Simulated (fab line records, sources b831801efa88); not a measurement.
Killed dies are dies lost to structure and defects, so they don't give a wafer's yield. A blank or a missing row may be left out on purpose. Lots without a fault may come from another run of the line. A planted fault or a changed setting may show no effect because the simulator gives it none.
A struck lot beside a sound one | flow sky130 | 15 steps out of a route of 708
Sound: wafers L547.3, L547.4, L547.6. Struck: wafers L555.4, L555.5, L555.6. The cause comes at the end.
At each step with rows: each side's tool, then ch and its chambers, then its first start. Under that, the readings that differ: sound wafers | struck wafers | difference of the means | sigmas: that difference in standard deviations of wafers without a fault.
alike: readings whose means differ by less than 2 such deviations, and words and numbers that are the same on both sides. not compared: withheld readings, readings that some wafer has no value for, bounds like >300 that may hide the same value, and numbers for which the record gives no deviation and whose values overlap.
The two part at a step that has a row with sigmas, a row that says differs or no value, or rows on one side only. Numbers that don't overlap but have no deviation are shown without sigmas and don't part them. A reading that every wafer of one side lacks parts them only if that side has two wafers or more.

SKY_METAL5_SPUTTER_04: material TiN, target thk 70 nm, time 58.3 s.
  sound on pvd_sputter-04, day 43 10:19; struck on pvd_sputter-01, day 45 21:41
  alike: throttle_valve_pct
SKY_METAL5_RS_MEAS_05: measures by four-point-probe.
  sound on film_metro-03, day 43 10:25; struck on film_metro-02, day 45 21:47
  alike: METAL5_ALCU_RS
SKY_METAL5_THK_MEAS_06: measures by xrf.
  sound on film_metro-03, day 43 10:31; struck on film_metro-02, day 45 21:53
  alike: METAL5_ALCU_THK
then, 7 steps without rows for these wafers: SKY_METAL5_DEHYDRATE_07 (time 60 s); SKY_METAL5_HMDS_08 (prime time 60 s); SKY_METAL5_COAT_09 (resist thk 1800 nm); SKY_METAL5_SOFTBAKE_10 (time 60 s); SKY_METAL5_EXPOSE_11 (exposes mask MM5, target cd 1600 nm); SKY_METAL5_PEB_12; SKY_METAL5_DEVELOP_13 (develop time 60 s).
SKY_METAL5_DESCUM_14: chemistry O2, time 11 s.
  sound on rie_metal-01 ch 0,1, day 44 09:16; struck on rie_metal-03 ch 0,1, day 46 17:37
  alike: drypump_motor_current_A, oes_product_au
  not compared: rf_hours_counter_h
SKY_METAL5_METAL_ETCH_15: etches the open film in Cl2/BCl3, stops on SiO2, target depth 1260 nm, time 252 s.
  sound on rie_metal-01 ch 0,1, day 44 09:22; struck on rie_metal-03 ch 0,1, day 46 17:43
  alike: drypump_motor_current_A, oes_product_au, throttle_valve_pct
  not compared: rf_hours_counter_h
SKY_METAL5_STRIP_16: strips in O2/N2.
  sound on plasma_asher-03 ch 0,1, day 44 09:33; struck on plasma_asher-02 ch 0,1, day 46 17:54
  no value came back on the struck wafers for chamber_pressure_mTorr (mTorr), drypump_motor_current_A (A), oes_product_au (a.u.), strip_time_to_endpoint_s (s); on the sound wafers chamber_pressure_mTorr (mTorr) reads 1498.6 1501.8 1500.4
  reading                                     | sound | struck         | difference | sigmas
  model.NOVOLAK_of_METAL5_COAT_09.thk_nm (nm) | 0 0 0 | 1044 1053 1047 | +1048      |
  not compared: rf_hours_counter_h
then, 1 step without rows for these wafers: SKY_METAL5_STRIP_17 (strips in post etch residue remover, time 1200 s).
SKY_PAD_OPEN_PROBE_99:
  sound on prober-01, day 46 07:41; struck on prober-01, day 48 12:52
  reading                               | sound                   | struck                 | difference | sigmas
  sort_bin_6_memory (%)                 | 6.7 4.9 6.3             | 9.6 7.7 7.3            | +2.2       | +2
  model.etest.met5_comb.leak_log10_a_um | -11.96 -12.12 -12.02    | -11.32 -11.1 -11.19    | +0.83      |
  model.etest.met5.line_ohm_um          | 0.01683 0.01668 0.01664 | 0.01726 0.0173 0.01751 | +0.00064   |
  alike: defect_limited_yield, killed_at_M0_to_M3, killed_at_M4_up, killed_at_contacts, killed_at_front_end, killed_at_other, killed_dies, killed_open, killed_short, sort_bin_3_pad_short, sort_bin_5_function, sort_n_pass, sort_yield_pct

WHERE THEY PART
First at SKY_METAL5_STRIP_16; last, within this record, at SKY_PAD_OPEN_PROBE_99.

WHY: what the simulator had put in
Skipped step whole: plasma_asher-02, from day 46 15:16 on, at SKY_METAL5_STRIP_16. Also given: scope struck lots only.
